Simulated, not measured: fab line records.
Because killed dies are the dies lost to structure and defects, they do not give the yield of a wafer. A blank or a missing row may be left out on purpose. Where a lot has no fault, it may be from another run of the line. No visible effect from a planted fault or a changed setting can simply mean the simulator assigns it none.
fab line records	flow sky130
[record] lots = 13	wafers = 39	last-day = 50
route steps=708 shown SD_N@352 LOCAL_INTERCONNECT@402 CONTACT@432 METAL1@449 PAD_OPEN@708
lots with no fault: from the same line, run without faults
start-h: hours from the record's opening day to when the first of the lot's shown wafers began	wait-h: hours from the lot's prior step to this one	" identical to the entry in the row above	L1.1+2: a single row standing in for several wafers	- no value, or no start was given	* or withheld: withheld	< > ~ a bound
route shown NAME@n: a module of which the file shows steps, and the number in the route of the first	usual: mean/standard deviation taken from wafers without a fault	same: alike in all rows	chamber/n: place in a boat	sites: each site's reading	_std_site: the values' standard deviation	_edge_site: outer sites' mean less inner sites'	radius-mm: how far each site lies from the wafer's centre	mask NAME#n: copy n	behind: the most recent tool/chamber to have shaped the wafer	hold: reason for holding the lot/hours on hold/outcome of the hold	device: the n, p or np transistor that did not switch	end of line: the tests these same wafers got at the end of their route	where a step has no rows: the recipe by itself	killed: at the first sort, the dies lost to defects and structure; wafer yield is something else	map: per-die view of a wafer (x killed, . not killed, _ where there is no die)
set.NAME: the setting as run; set.NAME@STEP: as run at that earlier step	model.NAME: the simulator's own value behind a step, which no gauge read
steps of the route over a sample of lots; a table a step, a row a wafer
services: a tool's chamber out of use, with start hour (start-h, from the record's first day; less than 0 if before it), hours out, and reason
[[steps]]
[step SKY_SD_N_IMPLANT_10]
[recipe] species = P	energy-kev = 20	dose-cm2 = 1e+14	tilt-deg = 0
[usual] beam-energy-keV = 20.000/0.0061	end-station-pressure-torr = 5.42e-06/2.9e-07
lot.wafer	tool	chamber	start-h	wait-h	beam-energy-keV	end-station-pressure-torr
L348.2	implanter-04	0	651.29	0.1	20.000	5.66e-06
L348.3	"	0	"	"	20.000	5.51e-06
L348.6	"	0	"	"	19.998	5.58e-06
L349.1	implanter-03	0	655.76	0.1	19.989	5.59e-06
L349.4	"	0	"	"	19.989	4.91e-06
L349.6	"	0	"	"	19.998	5.51e-06
L351.1	implanter-03	0	671.86	0.1	20.010	5.55e-06
L351.5	"	0	"	"	19.993	5.5e-06
L351.6	"	0	"	"	19.996	5.13e-06
L352.1	implanter-01	0	683.51	0.1	20.020	5.55e-06
L352.4	"	0	"	"	20.013	5.14e-06
L352.6	"	0	"	"	20.008	5.17e-06
L353.1	implanter-01	0	703.51	0.1	20.004	4.98e-06
L353.2	"	0	"	"	19.996	5.58e-06
L353.4	"	0	"	"	19.999	5.76e-06
L355.1	implanter-01	0	714.21	0.1	19.999	5.55e-06
L355.2	"	0	"	"	20.002	5.14e-06
L355.3	"	0	"	"	20.003	4.89e-06
L357.1	implanter-04	0	733.86	0.1	19.999	5.97e-06
L357.3	"	0	"	"	19.993	5.63e-06
L357.5	"	0	"	"	20.001	5.76e-06
L360.1	implanter-01	0	753.80	0.1	19.999	5.63e-06
L360.4	"	0	"	"	19.995	5.2e-06
L360.6	"	0	"	"	20.000	5.7e-06
L362.1	implanter-01	0	763.96	0.1	19.993	5.34e-06
L362.5	"	0	"	"	19.995	4.84e-06
L362.6	"	0	"	"	19.995	4.94e-06
L363.1	implanter-03	0	773.41	0.1	20.010	5e-06
L363.2	"	0	"	"	19.990	5.89e-06
L363.4	"	0	"	"	20.001	5.25e-06
L364.2	implanter-03	0	785.49	0.1	20.000	5.31e-06
L364.3	"	0	"	"	20.005	5.6e-06
L364.5	"	0	"	"	19.999	5.71e-06
L368.3	implanter-01	0	816.16	0.1	19.330	5.77e-06
L368.4	"	0	"	"	19.324	5.61e-06
L368.5	"	0	"	"	19.327	5.11e-06
L370.2	implanter-01	0	826.74	0.1	19.326	5.47e-06
L370.5	"	0	"	"	19.316	5.75e-06
L370.6	"	0	"	"	19.317	5.41e-06
[step SKY_LOCAL_INTERCONNECT_STRIP_15]
[recipe] chemistry = O2/N2	power-w = 1400	pressure-mtorr = 1500	platen-temp-c = withheld	o2-flow-sccm = 3000	n2-flow-sccm = 300	overash-fraction = 0.5
[usual] drypump-motor-current-A = 5.6/0.56	oes-product-au = 0.427/0.0046	strip-time-to-endpoint-s = 4.720/0.021
lot.wafer	tool	chamber	start-h	wait-h	drypump-motor-current-A	oes-product-au	rf-hours-counter-h	strip-time-to-endpoint-s
L348.2	plasma-asher-01	1	710.88	0.0	5.8	0.420	60	4.710
L348.3	"	1	"	"	5.8	0.426	-	4.736
L348.6	"	1	"	"	5.8	0.434	-	4.728
L349.1	plasma-asher-01	1	715.03	0.0	5.8	0.421	61	4.765
L349.4	"	1	"	"	5.8	0.439	-	4.745
L349.6	"	1	"	"	5.8	0.433	-	4.729
L351.1	plasma-asher-01	0	729.99	0.1	6.7	0.424	62	4.739
L351.5	"	1	"	"	5.8	0.422	-	4.740
L351.6	"	0	"	"	6.8	0.432	-	4.747
L352.1	plasma-asher-02	1	741.68	0.0	5.1	0.430	94	4.729
L352.4	"	0	"	"	5.3	0.427	-	4.743
L352.6	"	0	"	"	5.3	0.426	-	4.741
L353.1	plasma-asher-01	1	761.42	0.0	5.8	0.429	66	4.716
L353.2	"	0	"	"	6.8	0.424	66	4.701
L353.4	"	1	"	"	5.8	0.430	-	4.696
L355.1	plasma-asher-01	1	771.50	0.0	5.8	0.423	67	4.698
L355.2	"	0	"	"	6.7	0.423	67	4.712
L355.3	"	1	"	"	5.8	0.425	-	4.698
L357.1	plasma-asher-02	1	791.52	0.1	5.1	0.429	99	4.696
L357.3	"	0	"	"	5.3	0.427	-	4.679
L357.5	"	0	"	"	5.3	0.422	-	4.706
L360.1	plasma-asher-03	0	810.98	0.0	5.6	0.430	45	4.690
L360.4	"	1	"	"	5.3	0.423	-	4.680
L360.6	"	1	"	"	5.3	0.425	-	4.695
L362.1	plasma-asher-02	1	820.33	0.0	5.1	0.424	103	4.730
L362.5	"	1	"	"	5.1	0.424	-	4.724
L362.6	"	0	"	"	5.3	0.430	-	4.710
L363.1	plasma-asher-01	1	829.58	0.0	5.8	0.427	74	4.699
L363.2	"	0	"	"	6.8	0.436	74	4.686
L363.4	"	0	"	"	6.8	0.431	-	4.703
L364.2	plasma-asher-02	1	840.68	0.0	5.1	0.428	105	4.721
L364.3	"	0	"	"	5.3	0.423	-	4.708
L364.5	"	1	"	"	5.1	0.430	-	4.693
L368.3	plasma-asher-03	0	871.84	0.1	5.6	0.427	-	4.728
L368.4	"	1	"	"	5.3	0.431	-	4.756
L368.5	"	0	"	"	5.6	0.429	-	4.768
L370.2	plasma-asher-02	0	881.88	0.0	5.3	0.418	109	4.685
L370.5	"	0	"	"	5.3	0.423	-	4.725
L370.6	"	1	"	"	5.1	0.419	-	4.714
[step SKY_CONTACT_THK_MEAS_26]
[recipe] thk-meas-gauge = xrf	reads = W_of_CONTACT_CVD_24
[usual] CONTACT_W_THK = 348/5.6
lot.wafer	tool	chamber	start-h	wait-h	CONTACT_W_THK[nm]
L348.2	film-metro-02	-	740.48	0.1	338
L348.3	"	-	"	"	345
L348.6	"	-	"	"	345
L349.1	film-metro-02	-	745.42	0.1	343
L349.4	"	-	"	"	342
L349.6	"	-	"	"	343
L351.1	film-metro-03	-	759.23	0.1	345
L351.5	"	-	"	"	349
L351.6	"	-	"	"	350
L352.1	film-metro-03	-	772.14	0.1	349
L352.4	"	-	"	"	349
L352.6	"	-	"	"	347
L353.1	film-metro-02	-	789.95	0.1	350
L353.2	"	-	"	"	345
L353.4	"	-	"	"	352
L355.1	film-metro-02	-	800.15	0.1	334
L355.2	"	-	"	"	337
L355.3	"	-	"	"	338
L357.1	film-metro-01	-	820.22	0.1	348
L357.3	"	-	"	"	352
L357.5	"	-	"	"	347
L360.1	film-metro-03	-	840.14	0.1	349
L360.4	"	-	"	"	352
L360.6	"	-	"	"	354
L362.1	film-metro-01	-	849.53	0.1	348
L362.5	"	-	"	"	340
L362.6	"	-	"	"	340
L363.1	film-metro-01	-	858.47	0.1	350
L363.2	"	-	"	"	355
L363.4	"	-	"	"	349
L364.2	film-metro-01	-	869.06	0.1	344
L364.3	"	-	"	"	341
L364.5	"	-	"	"	339
L368.3	film-metro-01	-	899.60	0.1	349
L368.4	"	-	"	"	347
L368.5	"	-	"	"	347
L370.2	film-metro-02	-	909.34	0.1	350
L370.5	"	-	"	"	355
L370.6	"	-	"	"	350
[step SKY_METAL1_CD_MEAS_15]
[recipe] target-cd-nm = 140
[usual] cd-nm = 140.4/1.4
lot.wafer	tool	chamber	start-h	wait-h	cd-nm
L348.2	cd-sem-02	-	768.18	-	142.6
L348.3	"	-	"	"	140.9
L348.6	"	-	"	"	141.8
L349.1	cd-sem-02	-	772.81	-	137.9
L349.4	"	-	"	"	139.4
L349.6	"	-	"	"	140.1
L351.1	cd-sem-01	-	786.61	-	141.1
L351.5	"	-	"	"	142.0
L351.6	"	-	"	"	141.3
L352.1	cd-sem-02	-	799.06	-	140.3
L352.4	"	-	"	"	141.3
L352.6	"	-	"	"	140.6
L353.1	cd-sem-02	-	817.06	-	139.2
L353.2	"	-	"	"	139.6
L353.4	"	-	"	"	138.8
L355.1	cd-sem-02	-	827.36	-	140.1
L355.2	"	-	"	"	138.2
L355.3	"	-	"	"	138.7
L357.1	cd-sem-01	-	846.86	-	139.7
L357.3	"	-	"	"	139.1
L357.5	"	-	"	"	139.9
L360.1	cd-sem-02	-	866.36	-	140.1
L360.4	"	-	"	"	140.9
L360.6	"	-	"	"	139.3
L362.1	cd-sem-02	-	876.36	-	137.4
L362.5	"	-	"	"	139.4
L362.6	"	-	"	"	138.9
L363.1	cd-sem-01	-	884.46	-	138.8
L363.2	"	-	"	"	140.9
L363.4	"	-	"	"	140.1
L364.2	cd-sem-02	-	895.28	-	141.8
L364.3	"	-	"	"	139.8
L364.5	"	-	"	"	141.6
L368.3	cd-sem-02	-	925.50	-	142.7
L368.4	"	-	"	"	142.3
L368.5	"	-	"	"	141.1
L370.2	cd-sem-01	-	934.23	-	137.5
L370.5	"	-	"	"	137.8
L370.6	"	-	"	"	140.7
[step SKY_PAD_OPEN_PROBE_99]
[usual] killed_at_M0_to_M3 = 44/7.2	killed_at_M4_up = 2.9/1.8	killed-at-contacts = 24/5.6	killed-at-front-end = 15/4.2	killed-at-other = 0.4/0.71	killed-dies = 86/9.2	killed-open = 47/7.2	killed-short = 39/5.7
[same] gross-dies = 492	killed-at-back-side = 0
lot.wafer	tool	chamber	start-h	wait-h	killed_at_M0_to_M3	killed_at_M4_up	killed-at-contacts	killed-at-front-end	killed-at-other	killed-dies	killed-open	killed-short
L355.1	prober-01	-	1124.97	0.1	49	2	18	11	3	83	44	38
L355.2	prober-01	-	1125.02	0.1	47	1	21	15	1	85	43	42
L355.3	prober-01	-	1125.07	0.2	46	6	31	12	0	95	53	42
// killed by level:class
L355.1 VIA1:geometric-particle:open=12 VIA2:geometric-particle:open=10 LOCAL_INTERCONNECT:geometric-particle:short=6 METAL1:geometric-particle:short=6 CONTACT:geometric-particle:open=5 VIA2:geometric-particle:short=5 METAL3:geometric-particle:short=4 POLY_GATE:geometric-particle:short=3
L355.2 VIA1:geometric-particle:open=9 LI_CONTACT:geometric-particle:open=6 METAL1:geometric-particle:short=6 VIA2:geometric-particle:open=6 LI_CONTACT:geometric-particle:short=5 CONTACT:geometric-particle:open=5 SPACER:geometric-particle:short=4 VIA1:geometric-particle:short=4
L355.3 LI_CONTACT:geometric-particle:open=13 VIA2:geometric-particle:open=11 VIA1:geometric-particle:open=10 METAL2:geometric-particle:short=8 CONTACT:geometric-particle:open=7 LOCAL_INTERCONNECT:geometric-particle:short=5 METAL1:geometric-particle:short=5 VIA3:geometric-particle:open=4
[[services]]
tool	chamber	start-h	hours	kind
implanter-03	-	635.88	1.2	repair
implanter-01	-	655.54	8.8	repair
implanter-03	-	665.81	4.2	repair
implanter-04	-	671.37	1.6	repair
implanter-04	-	672.57	7.1	repair
implanter-03	-	674.80	4.3	repair
implanter-04	-	690.95	5.3	pm
implanter-03	-	707.61	3.3	pm
implanter-03	-	729.66	1.8	repair
plasma-asher-02	-	743.40	3.0	repair
implanter-01	-	794.10	12.4	repair
implanter-04	-	825.81	28.4	pm
plasma-asher-02	-	827.59	0.6	repair
plasma-asher-03	-	854.49	0.5	repair
implanter-01	-	862.49	2.4	repair
implanter-04	-	864.35	84.1	pm
implanter-01	-	864.89	3.2	pm
plasma-asher-01	-	881.74	2.8	pm
[[key]]
[first-sign] step = SKY_SD_N_IMPLANT_10	reading = beam-energy-keV	direction = down	sigmas = 99+	usual = *	struck = *
effect none on later readings
met-at SKY_SD_N_IMPLANT_10
struck-lots L368,L370
tester-left-out L368,L370
not-acting-at SKY_LOCAL_INTERCONNECT_STRIP_15,SKY_CONTACT_THK_MEAS_26,SKY_METAL1_CD_MEAS_15
onset-between 763.96 816.16
[fault] kind = process-parameter-drift	tool = implanter-01	chamber = -	onset-h = 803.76	steps = SKY_SD_N_IMPLANT_10	channel = energy-kev	offset = *	shape = step	end-h = 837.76	acts-in = *	stated = *
// tester-left-out: of these lots the tester's yield and bins aren't shown, on N5 and GAA mostly nor the transistor test; their killed dies are dies lost to structure and defects alone, not to doping, threshold or leakage, so they don't give the yield
